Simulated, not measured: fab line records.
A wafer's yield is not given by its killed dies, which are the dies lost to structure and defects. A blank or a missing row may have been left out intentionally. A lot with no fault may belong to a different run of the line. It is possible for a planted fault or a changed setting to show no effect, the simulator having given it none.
fab line records	flow sky130
[record] lots = 12	wafers = 36	last_day = 50
route steps=708 shown PWDE@54 VT_ADJUST_HVTP@96 VT_ADJUST_HVTR@139 SONOS_TUNNEL@156 PAD_OPEN@708
lots that met no fault: taken from a fault-free run of the same line
start_h: the number of hours between the record's first day and the start of the first shown wafer of the lot	wait_h: hours since the lot's step before	" same as the row above	L1.1+2: one row covering several wafers at once	- no value, or no start given	* or withheld: withheld	< > ~ a bound
route shown NAME@n: a module of which the file shows steps, and the number in the route of the first	usual: mean/standard deviation of fault-free wafers	same: alike in all rows	chamber/n: place in a boat	sites: readings site by site	_std_site: how widely they spread, as a standard deviation	_edge_site: outer sites' mean less inner sites'	radius_mm: for every site, how far away it sits from the centre of the wafer	mask NAME#n: copy n	behind: the most recent tool/chamber to have shaped the wafer	hold: the reason the lot was held/the length of the hold in hours/how it ended	device: names the non-switching transistor (n, p or np)	end of line: the same wafers' tests at the end of the route	a step given without rows: its recipe and nothing more	killed: the dies lost at the first sort to structure and to defects; this is not the yield of the wafer	map: per-die view of a wafer (x killed, . not killed, _ where there is no die)
set.NAME: the setting as run; set.NAME@STEP: as run at that earlier step	model.NAME: the simulator's own value behind a step, which no gauge read
steps of the route over a sample of lots; a table a step, a row a wafer
services: from which hour (start_h, from the record's first day; less than 0 if before it) a tool's chamber was out of use, for how many hours, and why
[[steps]]
[step SKY_PWDE_STRIP_09]
[recipe] chemistry = O2/N2	power_w = 1400	pressure_mtorr = 1500	platen_temp_c = withheld	o2_flow_sccm = 3000	n2_flow_sccm = 300	overash_fraction = 0.5
[usual] chamber_pressure_mTorr = 1500.1/1.4	drypump_motor_current_A = 6.2/0.46	o2_flow_sccm = 2999/8.7	oes_product_au = 0.722/0.0043	strip_time_to_endpoint_s = 36.96/0.083
lot.wafer	tool	chamber	start_h	wait_h	chamber_pressure_mTorr	drypump_motor_current_A	o2_flow_sccm	oes_product_au	rf_hours_counter_h	strip_time_to_endpoint_s
L750.2	plasma_asher-02	0	82.52	0.1	1499.9	6.6	2999	0.723	41	36.97
L750.3	"	0	"	"	1499.3	6.6	2997	0.718	-	36.90
L750.4	"	1	"	"	1501.8	6.5	3014	0.719	-	37.00
L753.2	plasma_asher-01	0	107.40	0.1	1500.1	5.4	3001	0.725	30	36.92
L753.3	"	1	"	"	1500.3	6.6	3005	0.720	-	36.91
L753.6	"	0	"	"	1500.1	5.4	3006	0.726	-	36.90
L754.1	plasma_asher-01	0	110.32	0.1	1500.4	5.4	3004	0.720	30	37.03
L754.5	"	1	"	"	1500.3	6.6	2995	0.717	-	37.00
L754.6	"	0	"	"	1501.1	5.4	2986	0.722	-	37.00
L756.2	plasma_asher-01	0	120.34	0.1	1499.7	5.4	3013	0.716	31	36.90
L756.4	"	0	"	"	1499.1	5.4	3012	0.721	-	36.93
L756.5	"	1	"	"	1498.1	6.6	3004	0.723	-	36.93
L757.1	plasma_asher-02	1	132.25	0.1	1501.0	6.4	3009	0.712	47	37.00
L757.3	"	1	"	"	1499.2	6.4	3019	0.717	-	36.97
L757.5	"	1	"	"	1500.3	6.4	3011	0.729	-	37.07
L759.1	plasma_asher-01	1	137.32	0.1	1501.5	6.6	3013	0.715	33	36.98
L759.2	"	0	"	"	1499.2	5.4	3002	0.721	33	36.86
L759.4	"	1	"	"	1501.5	6.6	3007	0.728	-	36.93
L761.1	plasma_asher-03	0	150.14	0.1	1501.8	6.0	3005	0.723	42	37.05
L761.2	"	1	"	"	1498.9	6.4	2983	0.721	42	36.94
L761.3	"	1	"	"	1499.2	6.4	3001	0.724	-	37.14
L766.1	plasma_asher-02	0	179.77	0.1	1501.5	6.6	2995	0.727	52	36.96
L766.2	"	1	"	"	1499.0	6.4	2994	0.727	52	36.96
L766.5	"	0	"	"	1499.8	6.6	2991	0.718	-	37.01
L767.4	plasma_asher-02	1	185.28	0.1	1500.3	6.4	3008	0.715	-	36.88
L767.5	"	1	"	"	1501.2	6.4	3007	0.719	-	37.04
L767.6	"	0	"	"	1501.3	6.6	2991	0.729	-	36.96
L768.1	plasma_asher-03	1	186.87	0.1	1501.5	6.4	3000	0.723	46	37.06
L768.3	"	0	"	"	1500.9	5.9	2994	0.714	-	36.97
L768.5	"	0	"	"	1499.5	5.9	2987	0.721	-	36.88
L769.2	plasma_asher-01	0	192.44	0.1	1500.8	5.4	2995	0.721	36	36.91
L769.3	"	1	"	"	1500.3	6.6	2995	0.722	-	36.94
L769.6	"	1	"	"	1499.4	6.6	3008	0.721	-	36.83
L770.2	plasma_asher-01	1	198.75	0.1	1498.5	6.6	3014	0.717	36	37.01
L770.3	"	0	"	"	1499.4	5.4	2993	0.730	-	36.94
L770.5	"	1	"	"	1500.9	6.6	2999	0.720	-	36.96
[step SKY_VT_ADJUST_HVTP_TW_MEAS_11]
[usual] VT_ADJUST_HVTP_TW = 1354/9.3
lot.wafer	tool	chamber	start_h	wait_h	VT_ADJUST_HVTP_TW
L750.2	film_metro-01	-	137.14	0.1	1364
L750.3	"	-	"	"	1361
L750.4	"	-	"	"	1362
L753.2	film_metro-03	-	164.84	0.1	1343
L753.3	"	-	"	"	1339
L753.6	"	-	"	"	1347
L754.1	film_metro-02	-	168.19	0.1	1360
L754.5	"	-	"	"	1358
L754.6	"	-	"	"	1347
L756.2	film_metro-01	-	179.49	0.1	1364
L756.4	"	-	"	"	1368
L756.5	"	-	"	"	1361
L757.1	film_metro-02	-	194.49	0.1	1346
L757.3	"	-	"	"	1342
L757.5	"	-	"	"	1348
L759.1	film_metro-01	-	199.87	0.1	1350
L759.2	"	-	"	"	1351
L759.4	"	-	"	"	1362
L761.1	film_metro-03	-	211.98	0.1	1344
L761.2	"	-	"	"	1352
L761.3	"	-	"	"	1353
L766.1	film_metro-03	-	247.33	0.1	1357
L766.2	"	-	"	"	1354
L766.5	"	-	"	"	1352
L767.4	film_metro-03	-	252.70	0.1	1357
L767.5	"	-	"	"	1345
L767.6	"	-	"	"	1353
L768.1	film_metro-01	-	255.42	0.1	1375
L768.3	"	-	"	"	1364
L768.5	"	-	"	"	1368
L769.2	film_metro-02	-	259.89	0.1	1341
L769.3	"	-	"	"	1337
L769.6	"	-	"	"	1341
L770.2	film_metro-01	-	269.60	0.1	1348
L770.3	"	-	"	"	1361
L770.5	"	-	"	"	1349
[step SKY_VT_ADJUST_HVTR_OVL_MEAS_08]
[usual] VT_ADJUST_HVTR_OVL = -0.9/1.3
lot.wafer	tool	chamber	start_h	wait_h	VT_ADJUST_HVTR_OVL[nm]
L750.2	overlay-01	-	220.81	0.1	-2.0
L750.3	"	-	"	"	-2.3
L750.4	"	-	"	"	-2.3
L753.2	overlay-02	-	252.90	0.1	0.0
L753.3	"	-	"	"	-1.9
L753.6	"	-	"	"	-1.9
L754.1	overlay-01	-	257.16	0.1	-0.1
L754.5	"	-	"	"	-1.1
L754.6	"	-	"	"	-2.1
L756.2	overlay-01	-	269.63	0.1	-1.2
L756.4	"	-	"	"	-0.7
L756.5	"	-	"	"	0.9
L757.1	overlay-02	-	285.91	0.1	-0.1
L757.3	"	-	"	"	0.6
L757.5	"	-	"	"	0.1
L759.1	overlay-01	-	294.73	0.1	0.2
L759.2	"	-	"	"	-1.5
L759.4	"	-	"	"	-1.1
L761.1	overlay-01	-	307.91	0.1	-0.2
L761.2	"	-	"	"	-2.1
L761.3	"	-	"	"	-0.8
L766.1	overlay-01	-	349.31	0.1	0.4
L766.2	"	-	"	"	-1.6
L766.5	"	-	"	"	-0.8
L767.4	overlay-01	-	355.94	0.1	-1.5
L767.5	"	-	"	"	-4.0
L767.6	"	-	"	"	-3.1
L768.1	overlay-01	-	357.86	0.1	-0.4
L768.3	"	-	"	"	-1.7
L768.5	"	-	"	"	1.1
L769.2	overlay-02	-	363.06	0.1	-2.4
L769.3	"	-	"	"	-1.5
L769.6	"	-	"	"	-2.1
L770.2	overlay-01	-	373.16	0.1	0.4
L770.3	"	-	"	"	1.2
L770.5	"	-	"	"	0.7
[step SKY_SONOS_TUNNEL_COAT_02]
[recipe] resist = NOVOLAK	spin_rpm = 3000	resist_thk_nm = 1140
[usual] chill_plate_temp_C = 23.03/0.11	dispense_pressure_kPa = 50.2/2.9	exhaust_pa = 45.0/0.97
lot.wafer	tool	chamber	start_h	wait_h	chill_plate_temp_C	dispense_pressure_kPa	exhaust_pa
L750.2	litho_track-02	0	255.43	0.1	23.02	46.5	44.9
L750.3	"	0	"	"	23.03	46.5	43.8
L750.4	"	0	"	"	23.08	46.5	44.9
L753.2	litho_track-02	0	290.03	0.1	23.05	46.4	45.4
L753.3	"	0	"	"	23.27	46.4	44.4
L753.6	"	0	"	"	23.04	46.4	44.9
L754.1	litho_track-02	0	293.41	0.1	23.20	46.4	45.1
L754.5	"	0	"	"	23.10	46.4	43.5
L754.6	"	0	"	"	23.08	46.5	44.0
L756.2	litho_track-02	-	305.88	0.1	-	-	-
L756.4	"	-	"	"	-	-	-
L756.5	"	-	"	"	-	-	-
L757.1	litho_track-01	-	324.26	0.1	-	-	-
L757.3	"	-	"	"	-	-	-
L757.5	"	-	"	"	-	-	-
L759.1	litho_track-02	0	333.71	0.1	22.87	46.5	45.8
L759.2	"	0	"	"	22.99	46.4	44.4
L759.4	"	0	"	"	22.95	46.4	47.5
L761.1	litho_track-01	0	348.91	0.1	23.03	51.8	44.9
L761.2	"	0	"	"	23.30	51.9	45.1
L761.3	"	0	"	"	23.10	51.8	45.9
L766.1	litho_track-03	0	391.87	0.1	22.93	52.9	44.3
L766.2	"	0	"	"	22.93	52.9	43.1
L766.5	"	0	"	"	23.13	52.8	43.9
L767.4	litho_track-01	0	398.54	0.1	23.18	51.9	45.8
L767.5	"	0	"	"	23.20	51.9	44.7
L767.6	"	0	"	"	23.18	51.9	43.7
L768.1	litho_track-01	0	400.36	0.1	22.93	51.8	46.1
L768.3	"	0	"	"	23.02	51.9	46.1
L768.5	"	0	"	"	23.03	51.8	44.8
L769.2	litho_track-02	0	406.98	0.1	22.91	46.4	43.9
L769.3	"	0	"	"	22.91	46.5	45.7
L769.6	"	0	"	"	22.91	46.4	45.9
L770.2	litho_track-01	0	417.29	0.1	23.03	51.8	45.6
L770.3	"	0	"	"	23.14	51.9	46.1
L770.5	"	0	"	"	23.07	51.8	44.5
[step SKY_SONOS_TUNNEL_CD_MEAS_07]
[recipe] target_cd_nm = 410
[usual] cd_nm = 409.5/2.4
lot.wafer	tool	chamber	start_h	wait_h	cd_nm
L750.2	cd_sem-02	-	267.88	0.1	410.8
L750.3	"	-	"	"	410.7
L750.4	"	-	"	"	409.4
L753.2	cd_sem-02	-	302.78	0.1	408.9
L753.3	"	-	"	"	411.9
L753.6	"	-	"	"	411.7
L754.1	cd_sem-02	-	305.02	0.1	407.4
L754.5	"	-	"	"	405.8
L754.6	"	-	"	"	406.4
L756.2	cd_sem-01	-	319.38	0.1	-
L756.4	"	-	"	"	-
L756.5	"	-	"	"	-
L757.1	cd_sem-02	-	337.91	0.1	-
L757.3	"	-	"	"	-
L757.5	"	-	"	"	-
L759.1	cd_sem-02	-	348.01	0.1	408.1
L759.2	"	-	"	"	410.1
L759.4	"	-	"	"	408.9
L761.1	cd_sem-01	-	362.51	0.1	415.3
L761.2	"	-	"	"	412.3
L761.3	"	-	"	"	411.5
L766.1	cd_sem-02	-	406.66	0.1	412.7
L766.2	"	-	"	"	411.9
L766.5	"	-	"	"	412.7
L767.4	cd_sem-02	-	413.18	0.1	409.8
L767.5	"	-	"	"	409.7
L767.6	"	-	"	"	410.3
L768.1	cd_sem-02	-	415.46	0.1	412.7
L768.3	"	-	"	"	411.5
L768.5	"	-	"	"	411.0
L769.2	cd_sem-01	-	422.48	0.1	405.6
L769.3	"	-	"	"	406.8
L769.6	"	-	"	"	406.3
L770.2	cd_sem-02	-	432.33	0.1	408.9
L770.3	"	-	"	"	408.3
L770.5	"	-	"	"	409.6
[step SKY_PAD_OPEN_PROBE_99]
[usual] killed_at_M0_to_M3 = 42/6.9	killed_at_M4_up = 3.2/1.7	killed_at_contacts = 23/5.5	killed_at_front_end = 16/4	killed_at_other = 0.4/0.55	killed_dies = 85/9.2	killed_on_rim = 16/3.5	killed_open = 46/6.8	killed_short = 38/6.2
[same] gross_dies = 492	killed_at_back_side = 0
lot.wafer	tool	chamber	start_h	wait_h	killed_at_M0_to_M3	killed_at_M4_up	killed_at_contacts	killed_at_front_end	killed_at_other	killed_dies	killed_on_rim	killed_open	killed_short
L753.2	prober-02	-	1113.23	0.1	43	1	15	21	1	81	15	42	38
L753.3	prober-02	-	1113.28	0.2	43	2	27	21	0	93	14	42	50
L753.6	prober-02	-	1113.43	0.2	35	3	25	21	1	85	18	53	32
L756.2	prober-02	-	1129.25	0.1	37	4	20	430	1	492	96	37	33
L756.4	prober-02	-	1129.35	0.2	47	1	20	424	0	492	96	44	34
L756.5	prober-02	-	1129.40	0.2	36	6	31	419	0	492	96	55	30
L757.1	prober-01	-	1142.73	0.1	33	3	24	431	1	492	96	38	43
L757.3	prober-01	-	1142.83	0.2	37	4	28	423	0	492	96	53	27
L757.5	prober-01	-	1142.93	0.2	46	1	28	417	0	492	96	54	44
L754.1	prober-02	-	1143.41	0.1	50	1	16	19	0	86	16	44	40
L754.5	prober-02	-	1143.61	0.2	44	2	14	16	0	76	17	43	32
L754.6	prober-02	-	1143.66	0.2	53	1	16	26	0	96	17	53	42
L759.1	prober-02	-	1151.43	0.1	31	3	19	21	1	75	11	29	46
L759.2	prober-02	-	1151.48	0.1	31	4	24	21	0	80	14	45	35
L759.4	prober-02	-	1151.58	0.2	38	3	36	21	0	98	19	48	50
L766.1	prober-01	-	1187.13	0.1	39	2	34	15	0	90	14	45	45
L766.2	prober-01	-	1187.18	0.1	47	5	14	14	0	80	19	35	45
L766.5	prober-01	-	1187.33	0.2	59	4	16	16	0	95	24	59	36
L767.4	prober-02	-	1188.78	0.2	43	1	23	16	1	84	15	41	41
L767.5	prober-02	-	1188.83	0.2	41	2	23	14	0	80	13	42	37
L767.6	prober-02	-	1188.88	0.2	57	6	17	12	0	92	21	48	44
L768.1	prober-01	-	1190.13	0.1	37	4	19	9	0	69	16	42	27
L768.3	prober-01	-	1190.23	0.2	43	1	22	20	0	86	14	43	43
L768.5	prober-01	-	1190.33	0.2	45	6	18	16	1	86	20	54	31
// killed by level:class
L753.2 VIA2:geometric_particle:open=10 FIELD_ISO:geometric_particle:open=7 CONTACT:geometric_particle:open=7 VIA1:geometric_particle:open=7 METAL1:geometric_particle:short=7 FIELD_ISO:geometric_particle:short=6 VIA1:geometric_particle:short=5 METAL2:geometric_particle:short=4
L753.3 METAL1:geometric_particle:short=8 POLY_GATE:geometric_particle:short=7 LI_CONTACT:geometric_particle:open=7 VIA2:geometric_particle:open=7 VIA1:geometric_particle:open=7 VIA3:geometric_particle:short=7 LOCAL_INTERCONNECT:geometric_particle:short=6 CONTACT:geometric_particle:open=6
L753.6 CONTACT:geometric_particle:open=13 FIELD_ISO:geometric_particle:short=7 LI_CONTACT:geometric_particle:open=6 FIELD_ISO:geometric_particle:open=5 VIA1:geometric_particle:open=5 VIA3:geometric_particle:open=5 POLY_GATE:geometric_particle:short=4 VIA1:geometric_particle:short=4
L756.2 SONOS_TUNNEL:area_expose=422 VIA1:geometric_particle:open=11 LI_CONTACT:geometric_particle:open=6 CONTACT:geometric_particle:open=6 CONTACT:geometric_particle:short=5 METAL1:geometric_particle:short=5 METAL3:geometric_particle:short=5 FIELD_ISO:geometric_particle:open=4
L756.4 SONOS_TUNNEL:area_expose=414 METAL1:geometric_particle:short=10 CONTACT:geometric_particle:open=8 VIA1:geometric_particle:open=8 VIA2:geometric_particle:open=8 CONTACT:geometric_particle:short=6 VIA3:geometric_particle:open=6 FIELD_ISO:geometric_particle:open=4
L756.5 SONOS_TUNNEL:area_expose=407 CONTACT:geometric_particle:open=14 VIA1:geometric_particle:open=11 LI_CONTACT:geometric_particle:open=6 VIA3:geometric_particle:open=6 FIELD_ISO:geometric_particle:open=4 LOCAL_INTERCONNECT:geometric_particle:open=4 CONTACT:geometric_particle:short=4
L757.1 SONOS_TUNNEL:area_expose=411 CONTACT:geometric_particle:open=10 VIA1:geometric_particle:open=9 METAL1:geometric_particle:short=7 POLY_GATE:geometric_particle:short=5 LI_CONTACT:geometric_particle:short=5 METAL3:geometric_particle:short=5 FIELD_ISO:geometric_particle:short=4
L757.3 SONOS_TUNNEL:area_expose=412 CONTACT:geometric_particle:open=12 VIA1:geometric_particle:open=11 VIA3:geometric_particle:open=7 LI_CONTACT:geometric_particle:open=6 VIA2:geometric_particle:open=6 POLY_GATE:geometric_particle:open=4 CONTACT:geometric_particle:short=4
L757.5 SONOS_TUNNEL:area_expose=394 VIA1:geometric_particle:open=12 CONTACT:geometric_particle:open=10 FIELD_ISO:geometric_particle:short=7 VIA3:geometric_particle:open=7 POLY_GATE:geometric_particle:open=7 LI_CONTACT:geometric_particle:open=6 CONTACT:geometric_particle:short=6
L754.1 VIA1:geometric_particle:open=15 LI_CONTACT:geometric_particle:open=8 METAL1:geometric_particle:short=8 FIELD_ISO:geometric_particle:open=5 VIA2:geometric_particle:open=5 FIELD_ISO:geometric_particle:short=4 SPACER:geometric_particle:short=4 VIA1:geometric_particle:short=4
L754.5 VIA1:geometric_particle:open=12 FIELD_ISO:geometric_particle:open=6 CONTACT:geometric_particle:open=5 VIA3:geometric_particle:open=5 METAL2:geometric_particle:short=5 METAL1:geometric_particle:short=4 VIA2:geometric_particle:open=4 VIA3:geometric_particle:short=4
L754.6 VIA1:geometric_particle:open=12 VIA2:geometric_particle:open=11 METAL2:geometric_particle:short=9 VIA1:geometric_particle:short=7 FIELD_ISO:geometric_particle:short=6 LI_CONTACT:geometric_particle:open=6 FIELD_ISO:geometric_particle:open=5 POLY_GATE:geometric_particle:open=5
L759.1 VIA1:geometric_particle:short=6 POLY_GATE:geometric_particle:open=5 POLY_GATE:geometric_particle:short=5 VIA2:geometric_particle:short=5 VIA3:geometric_particle:open=5 CONTACT:geometric_particle:open=4 LOCAL_INTERCONNECT:geometric_particle:short=4 CONTACT:geometric_particle:short=4
L759.2 CONTACT:geometric_particle:open=10 VIA1:geometric_particle:open=10 LI_CONTACT:geometric_particle:open=6 FIELD_ISO:geometric_particle:short=5 VIA1:geometric_particle:short=5 POLY_GATE:geometric_particle:open=5 VIA2:geometric_particle:open=5 POLY_GATE:geometric_particle:short=4
L759.4 CONTACT:geometric_particle:open=10 FIELD_ISO:geometric_particle:short=9 LI_CONTACT:geometric_particle:open=9 VIA1:geometric_particle:open=9 METAL1:geometric_particle:short=8 POLY_GATE:geometric_particle:short=7 LI_CONTACT:geometric_particle:short=7 VIA2:geometric_particle:open=6
L766.1 LI_CONTACT:geometric_particle:open=12 VIA3:geometric_particle:open=7 LOCAL_INTERCONNECT:geometric_particle:short=7 CONTACT:geometric_particle:open=7 METAL1:geometric_particle:short=7 VIA1:geometric_particle:open=7 FIELD_ISO:geometric_particle:short=6 CONTACT:geometric_particle:short=5
L766.2 METAL1:geometric_particle:short=9 VIA2:geometric_particle:open=8 FIELD_ISO:geometric_particle:open=6 VIA1:geometric_particle:open=6 CONTACT:geometric_particle:short=5 VIA3:geometric_particle:open=5 FIELD_ISO:geometric_particle:short=4 VIA1:geometric_particle:short=4
L766.5 VIA1:geometric_particle:open=15 VIA2:geometric_particle:open=10 VIA3:geometric_particle:open=9 VIA1:geometric_particle:short=7 METAL2:geometric_particle:short=7 CONTACT:geometric_particle:open=6 LI_CONTACT:geometric_particle:open=5 FIELD_ISO:geometric_particle:open=4
L767.4 VIA1:geometric_particle:open=14 METAL2:geometric_particle:short=8 METAL1:geometric_particle:short=6 CONTACT:geometric_particle:open=5 LI_CONTACT:geometric_particle:open=5 LOCAL_INTERCONNECT:geometric_particle:short=5 VIA3:geometric_particle:open=5 FIELD_ISO:geometric_particle:short=3
L767.5 VIA1:geometric_particle:open=10 FIELD_ISO:geometric_particle:short=7 CONTACT:geometric_particle:open=7 LI_CONTACT:geometric_particle:open=6 LOCAL_INTERCONNECT:geometric_particle:short=5 METAL2:geometric_particle:short=5 VIA2:geometric_particle:open=5 VIA3:geometric_particle:short=5
L767.6 VIA3:geometric_particle:open=11 METAL2:geometric_particle:short=9 VIA1:geometric_particle:open=9 LI_CONTACT:geometric_particle:open=8 VIA2:geometric_particle:short=6 VIA2:geometric_particle:open=6 METAL1:geometric_particle:short=5 METAL4:geometric_particle:short=5
L768.1 VIA1:geometric_particle:open=14 CONTACT:geometric_particle:open=6 LOCAL_INTERCONNECT:geometric_particle:short=5 CONTACT:geometric_particle:short=4 METAL1:geometric_particle:short=4 METAL2:geometric_particle:short=4 FIELD_ISO:geometric_particle:open=3 VIA2:geometric_particle:open=3
L768.3 VIA1:geometric_particle:open=15 VIA1:geometric_particle:short=7 METAL2:geometric_particle:short=7 POLY_GATE:geometric_particle:short=6 LI_CONTACT:geometric_particle:open=6 CONTACT:geometric_particle:open=5 FIELD_ISO:geometric_particle:open=4 POLY_GATE:geometric_particle:open=4
L768.5 VIA1:geometric_particle:open=14 VIA2:geometric_particle:open=8 CONTACT:geometric_particle:open=7 LI_CONTACT:geometric_particle:open=6 METAL1:geometric_particle:short=6 VIA3:geometric_particle:open=5 VIA3:geometric_particle:short=4 FIELD_ISO:geometric_particle:open=3
[[services]]
tool	chamber	start_h	hours	kind
plasma_asher-01	-	143.21	22.6	repair
plasma_asher-02	-	161.53	2.2	repair
plasma_asher-02	-	229.49	5.3	pm
plasma_asher-03	-	264.96	1.8	repair
plasma_asher-03	-	283.11	3.4	repair
plasma_asher-03	-	324.09	1.9	repair
plasma_asher-02	-	335.44	14.6	pm
plasma_asher-01	-	361.38	2.8	pm
[[key]]
[first_sign] step = SKY_SONOS_TUNNEL_COAT_02	reading = tool_record	direction = missing
[effect] step = SKY_SONOS_TUNNEL_CD_MEAS_07	reading = cd_nm	direction = missing
[effect] step = SKY_PAD_OPEN_PROBE_99	reading = killed_at_front_end	direction = up	sigmas = 99+	usual = 16	struck = 424
[more_kills_born_at] SKY_SONOS_TUNNEL_EXPOSE_04@iline_stepper-01 = 2460
met_at SKY_SONOS_TUNNEL_COAT_02
struck_lots L756,L757
later_rows_left_out L756.2,L756.4,L756.5,L757.1,L757.3,L757.5
tester_left_out L756,L757
not_acting_at SKY_PWDE_STRIP_09,SKY_VT_ADJUST_HVTP_TW_MEAS_11,SKY_VT_ADJUST_HVTR_OVL_MEAS_08
onset_between 293.41 305.88
[fault] kind = skipped_step_whole	tool = litho_track-01,litho_track-02	chamber = -	onset_h = 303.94	steps = SKY_SONOS_TUNNEL_COAT_02	scope = struck_lots_only
// tester_left_out: of these lots the tester's yield and bins aren't shown, on N5 and GAA mostly nor the transistor test; their killed dies are dies lost to structure and defects alone, not to doping, threshold or leakage, so they don't give the yield
// later_rows_left_out: the simulator's readings of these wafers behind a module that went badly wrong aren't trusted and aren't shown, but for the sort
